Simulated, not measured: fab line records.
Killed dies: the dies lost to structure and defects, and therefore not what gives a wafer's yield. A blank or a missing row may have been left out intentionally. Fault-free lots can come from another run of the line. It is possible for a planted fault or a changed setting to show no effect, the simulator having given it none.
The same fault as seen by 2 desks :: flow gf180mcu :: each desk holds nothing but its own numbers, with what lay behind them at the end

## DESK OF THE TOOL OWNER: implanter-01
For each lot that ran on this tool, the mean over its sampled wafers that have a number, from the tool's own readings at GF_VT_IMPLANT_IMPLANT_41. Marked OUT: a lot whose mean sits more than 4 standard deviations from the usual mean, which makes it out of limits; the brackets give that distance.
Columns: A = beam-energy-keV at GF_VT_IMPLANT_IMPLANT_41, usual 70.001; B = beam-on-s at GF_VT_IMPLANT_IMPLANT_41, usual 9.99 s
lot: L817
first seen here: day 7 18:34
A: 69.987
B: 10.21

lot: L820
first seen here: day 8 12:39
A: 70.002
B: 9.85

lot: L822
first seen here: day 9 05:35
A: 70.007
B: 9.94

lot: L824
first seen here: day 9 19:36
A: 69.997
B: 10.19

lot: L833
first seen here: day 12 05:47
A: 69.987
B: 10.16

lot: L834
first seen here: day 12 10:31
A: 59.947 (-99 or more) OUT
B: 9.79

lot: L835
first seen here: day 12 18:40
A: 59.931 (-99 or more) OUT
B: 10.03
This desk finds L834, L835 out of limits, L834 being first, at day 12 10:31 (beam-energy-keV at GF_VT_IMPLANT_IMPLANT_41). Within limits: L817, L820, L822, L824, L833.

## METROLOGY DESK
Lot by lot, what the gauges showed, no matter which tool ran the lot: averages of those sampled wafers that carry a number. Marked OUT: a lot whose mean sits more than 4 standard deviations from the usual mean, which makes it out of limits; the brackets give that distance.
Columns: A = LVPWELL_OVL at GF_LVPWELL_OVL_MEAS_07, usual -0.7 nm; B = VT_IMPLANT_4_TW at GF_VT_IMPLANT_TW_MEAS_43, usual 691
lot: L817
first seen here: day 4 00:48
A: -3.2
B: 683

lot: L820
first seen here: day 4 17:42
A: -0.3
B: 679

lot: L822
first seen here: day 5 06:21
A: -3.3
B: 682

lot: L823
first seen here: day 5 13:22
A: -1.2
B: 684

lot: L824
first seen here: day 5 19:02
A: -2.5
B: 685

lot: L826
first seen here: day 6 04:48
A: -1.1
B: 708

lot: L828
first seen here: day 6 15:37
A: -1.2
B: 707

lot: L833
first seen here: day 7 21:21
A: 1.1
B: 679

lot: L834
first seen here: day 8 00:57
A: -1.5
B: 668

lot: L835
first seen here: day 8 07:22
A: 1.2
B: 654

lot: L836
first seen here: day 8 14:34
A: -1.2
B: 679

lot: L838
first seen here: day 9 00:01
A: 1.2
B: 711

lot: L839
first seen here: day 9 04:25
A: -0.9
B: 686
This desk's finding: nothing out of limits on any of the 13 lots.

## PUT TOGETHER
The tool owner's desk could have raised an alarm at day 12 10:31, on L834, L835.
Nothing out of limits was seen by the metrology desk.
The metrology desk holds a record of L834, L835, inside its limits.
Of the lots named, all ran GF_VT_IMPLANT_IMPLANT_41 on implanter-01.

## WHAT THE SIMULATOR HAD PUT IN
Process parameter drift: implanter-01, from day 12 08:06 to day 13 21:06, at GF_VT_IMPLANT_IMPLANT_41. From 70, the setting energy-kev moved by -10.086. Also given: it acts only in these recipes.
Shown lots that were struck: L834, L835.
Each desk's first reading out of limits, in hours after the fault started: the tool owner's desk, 2.
